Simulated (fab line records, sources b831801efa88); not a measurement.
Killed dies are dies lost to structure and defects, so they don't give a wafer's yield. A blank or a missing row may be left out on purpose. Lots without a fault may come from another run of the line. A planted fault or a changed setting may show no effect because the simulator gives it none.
A struck lot beside a sound one | flow sky130 | 14 steps out of a route of 708
Sound: wafers L178.1, L178.5, L178.6. Struck: wafers L191.1, L191.4, L191.6. The cause comes at the end.
At each step with rows: each side's tool, then ch and its chambers, then its first start. Under that, the readings that differ: sound wafers | struck wafers | difference of the means | sigmas: that difference in standard deviations of wafers without a fault.
alike: readings whose means differ by less than 2 such deviations, and words and numbers that are the same on both sides. not compared: withheld readings, readings that some wafer has no value for, bounds like >300 that may hide the same value, and numbers for which the record gives no deviation and whose values overlap.
The two part at a step that has a row with sigmas, a row that says differs or no value, or rows on one side only. Numbers that don't overlap but have no deviation are shown without sigmas and don't part them. A reading that every wafer of one side lacks parts them only if that side has two wafers or more.

first, 5 steps without rows for these wafers: SKY_SD_N_COAT_02 (resist thk 1140 nm); SKY_SD_N_SOFTBAKE_03 (time 60 s); SKY_SD_N_EXPOSE_04 (exposes mask NSDM, target cd 380 nm); SKY_SD_N_PEB_05; SKY_SD_N_DEVELOP_06 (develop time 60 s).
SKY_SD_N_CD_MEAS_07: target cd 380 nm.
  sound on cd_sem-01, day 28 23:46; struck on cd_sem-02, day 32 13:49
  alike: cd_nm
SKY_SD_N_OVL_MEAS_08:
  sound on overlay-01, day 28 23:53; struck on overlay-02, day 32 13:56
  alike: SD_N_OVL
then, 2 steps without rows for these wafers: SKY_SD_N_IMPLANT_09; SKY_SD_N_IMPLANT_10.
SKY_SD_N_STRIP_11: strips in O2/N2.
  sound on plasma_asher-04 ch 0,1, day 29 00:13; struck on plasma_asher-01 ch 0,1, day 32 14:16
  alike: drypump_motor_current_A, oes_product_au, strip_time_to_endpoint_s
  not compared: rf_hours_counter_h
SKY_SD_N_TW_MEAS_12:
  sound on film_metro-02, day 29 00:19; struck on film_metro-04, day 32 14:22
  alike: SD_N_TW
then, 1 step without rows for these wafers: SKY_SD_N_CLEAN_13 (cleans in SC1/SC2, time 150 s).
SKY_SD_N_RTA_14: time 2 s.
  sound on rtp_anneal-01 ch 0, day 29 00:26; struck on rtp_anneal-02 ch 0, day 32 14:29
  reading         | sound                | struck               | difference | sigmas
  ramp_up_c_per_s | 150.03 149.98 150.00 | 44.999 44.990 44.996 | -105.008   | -99 or more
  alike: lamp_power_pct, wafer_temp_C_max
-- the record jumps here: 16 days lie between the struck wafers' starts before and after (it left off in module SD_N and takes up again in module PAD_OPEN, whose first step shown is number 708 of the route) --
SKY_PAD_OPEN_PROBE_99:
  sound on prober-02, day 46 14:43; struck on prober-01, day 49 01:38
  reading                              | sound             | struck            | difference | sigmas
  model.etest.res_xhigh_po.line_ohm_um | 5528 5590 5740    | 5230 5061 5166    | -467       |
  model.etest.res_xhigh_po.rs_ohm_sq   | 1956 1989 1988    | 1805 1796 1807    | -175       |
  model.etest.res_pdiff.line_ohm_um    | 1409 1379 1375    | 1316 1326 1324    | -66        |
  model.etest.res_high_po.line_ohm_um  | 731 739.5 749.3   | 689.2 699.1 689.2 | -47.4      |
  model.etest.licon_high_po.rc_ohm     | 334.2 351.1 344.2 | 294.8 297.3 313.3 | -41.4      |
  model.etest.res_high_po.rs_ohm_sq    | 260.5 261.8 263.3 | 242 242.3 243.2   | -19        |
  model.etest.res_pdiff_hv.rs_ohm_sq   | 192.4 191.1 190.7 | 183.3 181.8 181.9 | -9.1       |
  model.etest.res_pdiff.rs_ohm_sq      | 199.1 199 197.9   | 190.1 188.1 189.4 | -9.5       |
  alike: killed_at_M0_to_M3, killed_at_M4_up, killed_at_contacts, killed_at_front_end, killed_at_other, killed_dies, killed_open, killed_short

WHERE THEY PART
Only at SKY_SD_N_RTA_14, within this record. Later steps at which nothing parts them and some readings are alike: SKY_PAD_OPEN_PROBE_99.

WHY: what the simulator had put in
Process parameter drift: rtp_anneal-02, from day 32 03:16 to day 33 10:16, at SKY_SD_N_RTA_14. Setting ramp_up_c_per_s, moved by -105, from 150. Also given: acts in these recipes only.
